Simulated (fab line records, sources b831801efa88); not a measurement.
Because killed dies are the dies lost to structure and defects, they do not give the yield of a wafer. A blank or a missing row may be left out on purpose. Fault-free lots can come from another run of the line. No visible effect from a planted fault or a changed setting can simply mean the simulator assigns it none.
Which of the tools did it? / flow gf180mcu / 11 lots, 33 wafers sampled, at 6 steps of a route of 602

## WHAT EACH GAUGE READ, for each wafer
GF_SAB_OVL_MEAS_10.
lot=L165; measured=day 15 02:34; on=overlay-01; SAB_OVL (nm)=-0.8 -1.5 -1.4
lot=L169; measured=day 16 22:05; on=overlay-01; SAB_OVL (nm)=2.3 1.7 1.8
lot=L170; measured=day 17 04:40; on=overlay-02; SAB_OVL (nm)=0.9 0.8 0.2
lot=L171; measured=day 17 18:08; on=overlay-01; SAB_OVL (nm)=1.4 0.4 -0.2
lot=L173; measured=day 18 10:26; on=overlay-02; SAB_OVL (nm)=-0.6 -1.6 0.6
lot=L175; measured=day 19 00:31; on=overlay-02; SAB_OVL (nm)=1.5 0.9 2.2
lot=L184; measured=day 22 06:08; on=overlay-01; SAB_OVL (nm)=0.1 -1.1 -0.7
lot=L185; measured=day 22 11:32; on=overlay-02; SAB_OVL (nm)=-3.6 -3.5 -4.8
lot=L186; measured=day 22 21:28; on=overlay-02; SAB_OVL (nm)=-1.6 -0.4 0.3
lot=L187; measured=day 23 04:11; on=overlay-02; SAB_OVL (nm)=-0.1 1.4 2.1
lot=L188; measured=day 23 13:41; on=overlay-02; SAB_OVL (nm)=-3.2 -2.5 -2.9

GF_CONTACT_BOW_MEAS_05.
lot=L165; measured=day 15 04:05; on=filmMetro-03; CONTACT_BOW (um)=66 58 68
lot=L169; measured=day 16 23:33; on=filmMetro-04; CONTACT_BOW (um)=65 63 58
lot=L170; measured=day 17 06:07; on=filmMetro-02; CONTACT_BOW (um)=64 68 67
lot=L171; measured=day 17 19:36; on=filmMetro-03; CONTACT_BOW (um)=71 65 76
lot=L173; measured=day 18 11:53; on=filmMetro-03; CONTACT_BOW (um)=67 66 71
lot=L175; measured=day 19 01:58; on=filmMetro-02; CONTACT_BOW (um)=59 75 67
lot=L184; measured=day 22 07:37; on=filmMetro-02; CONTACT_BOW (um)=69 67 60
lot=L185; measured=day 22 13:00; on=filmMetro-03; CONTACT_BOW (um)=66 70 59
lot=L186; measured=day 22 22:56; on=filmMetro-02; CONTACT_BOW (um)=79 57 58
lot=L187; measured=day 23 05:38; on=filmMetro-04; CONTACT_BOW (um)=64 61 70
lot=L188; measured=day 23 15:07; on=filmMetro-03; CONTACT_BOW (um)=61 70 60

GF_CONTACT_RS_MEAS_25: uses a four-point probe to measure.
lot=L165; measured=day 16 02:45; on=filmMetro-04; CONTACT_W_RS (ohm/sq)=0.388 0.383 0.389
lot=L169; measured=day 17 23:58; on=filmMetro-03; CONTACT_W_RS (ohm/sq)=0.390 0.389 0.388
lot=L170; measured=day 18 06:42; on=filmMetro-03; CONTACT_W_RS (ohm/sq)=0.388 0.393 0.386
lot=L171; measured=day 18 20:56; on=filmMetro-04; CONTACT_W_RS (ohm/sq)=0.387 0.392 0.382
lot=L173; measured=day 19 13:05; on=filmMetro-03; CONTACT_W_RS (ohm/sq)=0.384 0.383 0.587
lot=L175; measured=day 20 03:41; on=filmMetro-02; CONTACT_W_RS (ohm/sq)=0.575 0.381 0.586
lot=L184; measured=day 23 07:32; on=filmMetro-02; CONTACT_W_RS (ohm/sq)=0.385 0.387 0.378
lot=L185; measured=day 23 12:28; on=filmMetro-03; CONTACT_W_RS (ohm/sq)=0.374 0.388 0.373
lot=L186; measured=day 23 22:30; on=filmMetro-02; CONTACT_W_RS (ohm/sq)=0.385 0.378 0.386
lot=L187; measured=day 24 05:10; on=filmMetro-04; CONTACT_W_RS (ohm/sq)=0.394 0.392 0.391
lot=L188; measured=day 24 14:25; on=filmMetro-03; CONTACT_W_RS (ohm/sq)=0.382 0.393 0.390

GF_CONTACT_THK_MEAS_26: measures by xrf.
lot=L165; measured=day 16 02:52; on=filmMetro-04; CONTACT_W_THK (nm)=288 293 289
lot=L169; measured=day 18 00:05; on=filmMetro-03; CONTACT_W_THK (nm)=288 289 288
lot=L170; measured=day 18 06:49; on=filmMetro-03; CONTACT_W_THK (nm)=289 286 290
lot=L171; measured=day 18 21:03; on=filmMetro-04; CONTACT_W_THK (nm)=290 287 294
lot=L173; measured=day 19 13:12; on=filmMetro-03; CONTACT_W_THK (nm)=290 289 193
lot=L175; measured=day 20 03:48; on=filmMetro-02; CONTACT_W_THK (nm)=195 290 191
lot=L184; measured=day 23 07:39; on=filmMetro-02; CONTACT_W_THK (nm)=291 289 295
lot=L185; measured=day 23 12:34; on=filmMetro-03; CONTACT_W_THK (nm)=301 291 301
lot=L186; measured=day 23 22:36; on=filmMetro-02; CONTACT_W_THK (nm)=291 297 291
lot=L187; measured=day 24 05:17; on=filmMetro-04; CONTACT_W_THK (nm)=282 285 285
lot=L188; measured=day 24 14:32; on=filmMetro-03; CONTACT_W_THK (nm)=293 287 288

## EACH LOT AND THE TOOL THAT RAN IT (in order: tool; ch and the chambers of the sampled wafers; start)
lot=L165; GF_CONTACT_STRIP_18=plasmaAsher-03 ch 0,1, day 16 02:14; GF_CONTACT_CVD_24=cvdW-02 ch 0,1, day 16 02:38
lot=L169; GF_CONTACT_STRIP_18=plasmaAsher-03 ch 0,1, day 17 23:25; GF_CONTACT_CVD_24=cvdW-01 ch 0, day 17 23:51
lot=L170; GF_CONTACT_STRIP_18=plasmaAsher-01 ch 0,1, day 18 06:10; GF_CONTACT_CVD_24=cvdW-01 ch 0,1, day 18 06:36
lot=L171; GF_CONTACT_STRIP_18=plasmaAsher-01 ch 0,1, day 18 20:25; GF_CONTACT_CVD_24=cvdW-02 ch 0,1, day 18 20:49
lot=L173; GF_CONTACT_STRIP_18=plasmaAsher-04 ch 0,1, day 19 12:34; GF_CONTACT_CVD_24=cvdW-02 ch 0,1, day 19 12:58
lot=L175; GF_CONTACT_STRIP_18=plasmaAsher-03 ch 0,1, day 20 03:10; GF_CONTACT_CVD_24=cvdW-02 ch 0,1, day 20 03:35
lot=L184; GF_CONTACT_STRIP_18=plasmaAsher-04 ch 0,1, day 23 07:02; GF_CONTACT_CVD_24=cvdW-02 ch 0,1, day 23 07:26
lot=L185; GF_CONTACT_STRIP_18=plasmaAsher-04 ch 0,1, day 23 11:57; GF_CONTACT_CVD_24=cvdW-02 ch 0,1, day 23 12:21
lot=L186; GF_CONTACT_STRIP_18=plasmaAsher-04 ch 0,1, day 23 21:59; GF_CONTACT_CVD_24=cvdW-02 ch 0,1, day 23 22:23
lot=L187; GF_CONTACT_STRIP_18=plasmaAsher-01 ch 0,1, day 24 04:40; GF_CONTACT_CVD_24=cvdW-01 ch 0, day 24 05:04
lot=L188; GF_CONTACT_STRIP_18=plasmaAsher-03 ch 0,1, day 24 13:55; GF_CONTACT_CVD_24=cvdW-01 ch 0,1, day 24 14:19
- GF_CONTACT_STRIP_18: strips in O2/N2.
- GF_CONTACT_CVD_24: deposits W, target thk 300 nm, time 90.339 s.

## AS READ BY THE TOOLS THEMSELVES (means over the sampled wafers that have a number; for cases with no such wafer, the mark the record gives instead)
GF_CONTACT_STRIP_18.
lot=L165; tool=plasmaAsher-03; drypumpMotorCurrentA (A)=5.9; heaterPowerW (W)=283; o2FlowSccm (sccm)=2991; oesProductAu (a.u.)=0.582
lot=L169; tool=plasmaAsher-03; drypumpMotorCurrentA (A)=6.0; heaterPowerW (W)=302; o2FlowSccm (sccm)=2993; oesProductAu (a.u.)=0.581
lot=L170; tool=plasmaAsher-01; drypumpMotorCurrentA (A)=5.2; heaterPowerW (W)=321; o2FlowSccm (sccm)=3010; oesProductAu (a.u.)=0.579
lot=L171; tool=plasmaAsher-01; drypumpMotorCurrentA (A)=5.2; heaterPowerW (W)=320; o2FlowSccm (sccm)=3004; oesProductAu (a.u.)=0.584
lot=L173; tool=plasmaAsher-04; drypumpMotorCurrentA (A)=6.1; heaterPowerW (W)=343; o2FlowSccm (sccm)=3004; oesProductAu (a.u.)=0.581
lot=L175; tool=plasmaAsher-03; drypumpMotorCurrentA (A)=5.9; heaterPowerW (W)=286; o2FlowSccm (sccm)=3001; oesProductAu (a.u.)=0.575
lot=L184; tool=plasmaAsher-04; drypumpMotorCurrentA (A)=6.1; heaterPowerW (W)=343; o2FlowSccm (sccm)=3006; oesProductAu (a.u.)=0.578
lot=L185; tool=plasmaAsher-04; drypumpMotorCurrentA (A)=6.1; heaterPowerW (W)=345; o2FlowSccm (sccm)=3004; oesProductAu (a.u.)=0.579
lot=L186; tool=plasmaAsher-04; drypumpMotorCurrentA (A)=5.6; heaterPowerW (W)=323; o2FlowSccm (sccm)=2998; oesProductAu (a.u.)=0.577
lot=L187; tool=plasmaAsher-01; drypumpMotorCurrentA (A)=5.2; heaterPowerW (W)=317; o2FlowSccm (sccm)=2998; oesProductAu (a.u.)=0.577
lot=L188; tool=plasmaAsher-03; drypumpMotorCurrentA (A)=5.9; heaterPowerW (W)=297; o2FlowSccm (sccm)=3000; oesProductAu (a.u.)=0.578

GF_CONTACT_CVD_24.
lot=L165; tool=cvdW-02; heaterPowerW (W)=923; susceptorTempC (C)=399.91
lot=L169; tool=cvdW-01; heaterPowerW (W)=924; susceptorTempC (C)=399.90
lot=L170; tool=cvdW-01; heaterPowerW (W)=782; susceptorTempC (C)=399.76
lot=L171; tool=cvdW-02; heaterPowerW (W)=903; susceptorTempC (C)=399.75
lot=L173; tool=cvdW-02; heaterPowerW (W)=890; susceptorTempC (C)=392.73
lot=L175; tool=cvdW-02; heaterPowerW (W)=820; susceptorTempC (C)=385.22
lot=L184; tool=cvdW-02; heaterPowerW (W)=902; susceptorTempC (C)=400.02
lot=L185; tool=cvdW-02; heaterPowerW (W)=936; susceptorTempC (C)=399.98
lot=L186; tool=cvdW-02; heaterPowerW (W)=898; susceptorTempC (C)=400.27
lot=L187; tool=cvdW-01; heaterPowerW (W)=940; susceptorTempC (C)=400.02
lot=L188; tool=cvdW-01; heaterPowerW (W)=869; susceptorTempC (C)=400.04

## THE ANSWER, worked out from the rows above alone
Rule: usual is defined by the lots themselves. The widest of any qualifying gaps counts: lots, ordered by their means at a reading, are off when they make up no more than a third of the lots, leave a main group of 4 or more, and stand apart from it by 3 or more times the standard deviation of that group's means. A main group is skipped when, at the precision printed for the reading in the tables above, its means are all equal. Also off: a lot with no number at a reading for which 4 or more lots have one. All remaining lots with rows at the step are treated as sound. Order of review: gauges by route order, followed by the tools' own readings, for which a lot's mean as printed above is used. At the first step where some lot is off, the reading lying furthest off is the one used; lots without a number count as furthest.
Off: L173, L175, at GF_CONTACT_RS_MEAS_25 (CONTACT_W_RS). The main group has a mean of 0.386 ohm/sq with a standard deviation of 0.0039.
A tool fits if, at a process step before that reading, it ran every lot that is off, and no sound lot after the first of them. Not tried: the gauges at GF_CONTACT_RS_MEAS_25; whatever is off there is also off at GF_CONTACT_CVD_24, on other tools, and gauge error can't account for it. None of those tried fits.

## WHAT WAS PUT IN BY THE SIMULATOR
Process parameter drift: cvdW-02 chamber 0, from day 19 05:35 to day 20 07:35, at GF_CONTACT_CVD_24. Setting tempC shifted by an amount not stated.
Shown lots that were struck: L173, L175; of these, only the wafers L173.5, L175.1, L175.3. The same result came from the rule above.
